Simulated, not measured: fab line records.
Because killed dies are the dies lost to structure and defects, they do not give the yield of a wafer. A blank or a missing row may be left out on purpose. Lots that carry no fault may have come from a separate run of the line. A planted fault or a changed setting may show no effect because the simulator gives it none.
Comparing a struck lot with a sound one    flow sky130    15 out of 708 route steps
Sound: wafers L529.1, L529.3, L529.6. Wafers L545.2, L545.3, L545.4 were the ones struck. At the end, the cause is stated.
For every step that has rows: the tool of each side, followed by ch and its chambers, followed by its first start. Under that, the readings that differ: sound wafers    struck wafers    difference of the means    sigmas: that difference in standard deviations of wafers without a fault.
alike: same words and numbers on both sides, and readings whose means sit less than 2 such deviations apart. not compared: any withheld reading, any reading some wafer has no value for, any bound like >300 that may hide the same value, and any number with overlapping values for which the record gives no deviation.
A row with sigmas, a row that says differs or no value, or rows on one side alone: a step with any of these is where the two part. Numbers that have no deviation but don't overlap get no sigmas and don't part them. Lack of a reading on every wafer of one side parts them only where that side has two or more wafers.

SKY_SPACER_THK_MEAS_01:
  struck on film-metro-01, day 30 02:56; sound on film-metro-02, day 24 04:23
  alike: SPACER_CVD_00_THK
SKY_SPACER_ETCHBACK_02: etches Si3N4 in CH3F/O2, stops on SiO2, time 46.7 s, target depth 45 nm.
  sound on rie-diel-02 ch 0,3, day 24 04:26; struck on rie-diel-01 ch 0,1,2, day 30 02:59
  alike: bias-w, ch3f-flow-sccm, drypump-motor-current-A, oes-product-au, throttle-valve-pct
  not compared: rf-hours-counter-h
then, 8 steps without rows for these wafers: SKY_POLY_CUT_DEHYDRATE_00 (time 60 s); SKY_POLY_CUT_HMDS_01 (prime time 60 s); SKY_POLY_CUT_COAT_02 (resist thk 60 nm); SKY_POLY_CUT_COAT_03 (resist thk 450 nm); SKY_POLY_CUT_SOFTBAKE_04 (time 90 s); SKY_POLY_CUT_EXPOSE_05 (exposes mask NPCM, target cd 270 nm); SKY_POLY_CUT_PEB_06; SKY_POLY_CUT_DEVELOP_07 (develop time 60 s).
SKY_POLY_CUT_CD_MEAS_08: the cd target is 270 nm.
  struck on cd-sem-02, day 31 06:21; sound on cd-sem-01, day 25 10:34
  alike: cd-nm
SKY_POLY_CUT_OVL_MEAS_09:
  struck on overlay-02, day 31 06:28; sound on overlay-01, day 25 10:41
  alike: POLY_CUT_OVL
SKY_POLY_CUT_ETCH_10: etches BARC in N2/H2, stops on SiO2, time 45.9 s, target depth 60 nm.
  sound on rie-diel-01 ch 0,1, day 25 10:43; struck on rie-diel-01 ch 0,1,3, day 31 06:29
reading                                          sound              struck             difference  sigmas
model.KrF-thick_of_POLY_CUT_COAT_03.thk-nm (nm)  409.3 408.7 407.6  411.5 410.4 409.6  +2.0        
  alike: bias-w, drypump-motor-current-A, n2-flow-sccm, oes-product-au, throttle-valve-pct
  not compared: rf-hours-counter-h
SKY_POLY_CUT_ETCH_11: etches Si3N4 in CF4/CH2F2/Ar, stops on poly-Si, time 42.5 s, target depth 60 nm.
  sound on rie-diel-01 ch 0,1, day 25 10:46; struck on rie-diel-01 ch 0,1,3, day 31 06:32
  alike: bias-w, cf4-flow-sccm, drypump-motor-current-A, oes-product-au, throttle-valve-pct
  not compared: rf-hours-counter-h
next, for these wafers, 1 step has no rows: SKY_PAD_OPEN_PROBE_99.

WHERE THEY PART
Nowhere in this record.

WHY: what had been put in by the simulator
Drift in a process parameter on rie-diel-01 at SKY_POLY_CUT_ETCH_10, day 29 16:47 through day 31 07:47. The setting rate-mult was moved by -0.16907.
